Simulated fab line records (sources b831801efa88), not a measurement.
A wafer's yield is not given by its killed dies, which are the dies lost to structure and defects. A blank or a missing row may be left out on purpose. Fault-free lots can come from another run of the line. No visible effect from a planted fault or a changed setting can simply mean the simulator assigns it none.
Chamber matching -- flow sky130 -- 3 sister chambers for SKY_CONTACT_CVD_00 on pecvd-02
The step deposits Si3N4, target thk 75 nm. 18 wafers are shown with their chamber, then 9 later ones without.

== EACH WAFER AND ITS CHAMBER ==
wafer,chamber,heater-power-w (W),susceptor-temp-C (C)
L077.1,0,662,400.09
L077.3,2,657,399.95
L077.4,2,636,399.97
L078.2,0,732,400.21
L078.4,1,724,400.19
L078.5,2,701,399.91
L079.1,1,682,400.01
L079.4,2,736,400.04
L079.5,1,709,400.15
L084.1,2,730,400.34
L084.3,1,754,399.93
L084.6,1,753,399.63
L086.2,0,657,399.92
L086.4,0,654,399.83
L086.5,1,817,400.05
L089.1,2,696,399.71
L089.2,1,703,399.73
L089.5,1,716,399.93

SIGNATURES, as means of the wafers listed above
reading,chamber 0,chamber 1,chamber 2,scatter within a chamber
heater-power-w,676.25,732.25,692.67,40.3
susceptor-temp-C,400.0125,399.9525,399.9867,0.193
Rule: a wafer's distance from a chamber is the root of the sum, over the readings, of the square of ((its reading less the chamber's mean) divided by the reading's scatter). If the next closest chamber is less than 2 further off than the closest, the wafer can't be placed; otherwise it belongs to the closest. The scatter: the root of (the sum of the squares of (reading less its chamber's mean) over the shown wafers, divided by (wafers less chambers)).

== WAFERS MISSING THEIR CHAMBER ==
wafer,heater-power-w (W),susceptor-temp-C (C)
L091.1,716,400.07
L091.3,635,400.20
L091.6,736,400.29
L093.2,651,400.18
L093.4,654,400.46
L093.6,615,399.79
L095.2,830,400.33
L095.3,682,399.88
L095.4,691,399.97

== EACH ONE'S CHAMBER ==
wafer,from the rows above,in truth
L091.1,can't be placed: 2 or 1 or 0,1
L091.3,can't be placed: 0 or 2 or 1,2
L091.6,can't be placed: 1 or 2 or 0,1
L093.2,can't be placed: 0 or 2 or 1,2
L093.4,can't be placed: 0 or 2 or 1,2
L093.6,can't be placed: 0 or 2 or 1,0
L095.2,can't be placed: 1 or 2 or 0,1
L095.3,can't be placed: 2 or 0 or 1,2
L095.4,can't be placed: 2 or 0 or 1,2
0 of 9 placed correctly. Cannot be placed on the basis of these rows: 9; the candidates contain the true chamber in 9. Wrongly placed: 0.
